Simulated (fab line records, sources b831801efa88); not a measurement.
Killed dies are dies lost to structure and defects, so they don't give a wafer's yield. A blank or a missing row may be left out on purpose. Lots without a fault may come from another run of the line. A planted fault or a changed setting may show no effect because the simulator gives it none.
A struck lot beside a sound one | flow gf180mcu | 35 steps out of a route of 602
Sound: wafers L252.2, L252.3, L252.4. Struck: wafer L240.5. (L240.4 of the same lot was not struck and is left out.) The cause comes at the end.
At each step with rows: each side's tool, then ch and its chambers, then its first start. Under that, the readings that differ: sound wafers | struck wafers | difference of the means | sigmas: that difference in standard deviations of wafers without a fault.
alike: readings whose means differ by less than 2 such deviations, and words and numbers that are the same on both sides. not compared: withheld readings, readings that some wafer has no value for, bounds like >300 that may hide the same value, and numbers for which the record gives no deviation and whose values overlap.
The two part at a step that has a row with sigmas, a row that says differs or no value, or rows on one side only. Numbers that don't overlap but have no deviation are shown without sigmas and don't part them. A reading that every wafer of one side lacks parts them only if that side has two wafers or more.

first, 2 steps without rows for these wafers: GF_M4_PEB_12 (peb time 90 s); GF_M4_DEVELOP_13 (develop time 60 s).
GF_M4_CD_MEAS_14: target cd 280 nm.
  sound on cd_sem-01, day 29 12:57; struck on cd_sem-02, day 25 06:09
  alike: cd_nm
GF_M4_OVL_MEAS_15:
  sound on overlay-01, day 29 13:04; struck on overlay-02, day 25 06:13
  alike: M4_OVL
GF_M4_METAL_ETCH_16: etches the open film in Cl2/BCl3, stops on SiO2, target depth 750.8 nm, time 125.1 s.
  sound on rie_metal-04 ch 0, day 29 13:08; struck on rie_metal-04 ch 1, day 25 06:17
  reading               | sound             | struck | difference | sigmas
  oes_product_au (a.u.) | 1.001 0.993 0.998 | 0.979  | -0.018     | -2
  alike: drypump_motor_current_A, throttle_valve_pct
  not compared: rf_hours_counter_h
GF_M4_STRIP_17: strips in O2/N2.
  sound on plasma_asher-03 ch 0,1, day 29 13:21; struck on plasma_asher-01 ch 1, day 25 06:24
  reading                     | sound             | struck | difference | sigmas
  drypump_motor_current_A (A) | 6.1 6.0 6.1       | 5.0    | -1.1       | -2
  heater_power_w (W)          | 345 354 338       | 287    | -59        | -3
  oes_product_au (a.u.)       | 0.537 0.533 0.532 | 0.545  | +0.011     | +2
  alike: strip_time_to_endpoint_s
  not compared: rf_hours_counter_h
then, 3 steps without rows for these wafers: GF_M4_STRIP_18 (strips in post etch residue remover, time 1200 s); GF_M4_CLEAN_19 (cleans in DIW); GF_V4_CVD_00 (deposits SiO2, target thk 600 nm, time 100 s).
GF_V4_THK_MEAS_01:
  sound on film_metro-02, day 29 13:58; struck on film_metro-03, day 25 07:01
  alike: V4_CVD_00_THK
GF_V4_CVD_02: deposits SiO2 from TEOS, target thk 850 nm, time 94.851 s.
  sound on pecvd-02 ch 0,1,2, day 29 14:01; struck on pecvd-02 ch 2, day 25 07:04
  alike: heater_power_w
GF_V4_THK_MEAS_03:
  sound on film_metro-03, day 29 14:05; struck on film_metro-03, day 25 07:08
  alike: V4_CVD_02_THK
GF_V4_CMP_04: polishes SiO2.
  sound on cmp-01 ch 0,1,3, day 29 14:08; struck on cmp-02 ch 2, day 25 07:11
  reading                             | sound             | struck | difference | sigmas
  time_to_endpoint_s (s)              | 72 77 86          | 47     | -31        | -5
  model.SiO2_of_V4_CVD_02.thk_nm (nm) | 632.8 632.6 634.4 | 693.3  | +60.0      |
  alike: motor_current_A
GF_V4_BOW_MEAS_05:
  sound on film_metro-01, day 29 14:28; struck on film_metro-02, day 25 07:50
  not compared: hold, V4_BOW
then, 7 steps without rows for these wafers: GF_V4_HMDS_07 (prime time 60 s); GF_V4_COAT_08; GF_V4_COAT_09 (resist thk 1000 nm); GF_V4_SOFTBAKE_10 (time 60 s); GF_V4_EXPOSE_11 (exposes mask Via4, target cd 260 nm); GF_V4_PEB_12 (peb time 90 s); GF_V4_DEVELOP_13 (develop time 60 s).
GF_V4_CD_MEAS_14: target cd 260 nm.
  sound on cd_sem-02, day 30 09:57; struck on cd_sem-01, day 26 05:26
  reading    | sound             | struck | difference | sigmas
  cd_nm (nm) | 262.5 261.7 261.2 | 259.0  | -2.8       | -3
GF_V4_OVL_MEAS_15:
  sound on overlay-01, day 30 10:04; struck on overlay-01, day 26 05:31
  alike: V4_OVL
GF_V4_ETCH_16: etches BARC in N2/H2.
  sound on rie_diel-03 ch 0,2, day 30 10:05; struck on rie_diel-03 ch 3, day 26 05:32
  alike: drypump_motor_current_A, oes_product_au, throttle_valve_pct
GF_V4_ETCH_17: etches SiO2 in C4F8/O2/Ar, stops on TiN, target depth 630 nm.
  sound on rie_diel-03 ch 0,2; struck on rie_diel-03 ch 3
  reading                        | sound             | struck | difference | sigmas
  oes_product_au (a.u.)          | 0.861 0.860 0.854 | 0.896  | +0.038     | +9
  model.etch.depth_nm (nm)       | 632.8 632.6 634.4 | 693.3  | +60.0      |
  model.V4.feature_depth_nm (nm) | 632.8 632.6 634.4 | 693.3  | +60.0      |
GF_V4_STRIP_18: strips in O2/N2.
  sound on plasma_asher-04 ch 0,1, day 30 10:17; struck on plasma_asher-04 ch 1, day 26 05:41
  alike: drypump_motor_current_A, heater_power_w, oes_product_au
  not compared: rf_hours_counter_h
then, 5 steps without rows for these wafers: GF_V4_STRIP_19 (strips in post etch residue remover, time 1200 s); GF_V4_CLEAN_20 (cleans in DIW); GF_V4_SPUTTER_21 (material Ti, target thk 15 nm, time 80.02 s); GF_V4_SPUTTER_22 (material TiN, target thk 10 nm, time 40 s); GF_V4_CVD_23 (deposits W, target thk 350 nm, time 104.9 s).
GF_V4_RS_MEAS_24: measures by four-point-probe.
  sound on film_metro-02, day 30 11:03; struck on film_metro-02, day 26 06:28
  alike: V4_W_RS
GF_V4_THK_MEAS_25: measures by xrf.
  sound on film_metro-02, day 30 11:10; struck on film_metro-02, day 26 06:34
  alike: V4_W_THK
GF_V4_CMP_26: polishes, stops on SiO2, t overpolish 15 s, target thk 0 nm.
  sound on cmp-02 ch 0,1,2, day 30 11:13; struck on cmp-02 ch 2, day 26 06:41
  reading                             | sound           | struck | difference | sigmas
  model.SiO2_of_V4_CVD_02.thk_nm (nm) | 629 628.8 630.6 | 689.5  | +60.0      |
  alike: motor_current_A
then, 1 step without rows for these wafers: GF_MIM_SPUTTER_00 (material Ti, target thk 37.5 nm, time 150 s).

WHERE THEY PART
First at GF_M4_METAL_ETCH_16; last, within this record, at GF_V4_ETCH_17. Later steps at which nothing parts them and some readings are alike: GF_V4_STRIP_18, GF_V4_RS_MEAS_24, GF_V4_THK_MEAS_25, GF_V4_CMP_26.

WHY: what the simulator had put in
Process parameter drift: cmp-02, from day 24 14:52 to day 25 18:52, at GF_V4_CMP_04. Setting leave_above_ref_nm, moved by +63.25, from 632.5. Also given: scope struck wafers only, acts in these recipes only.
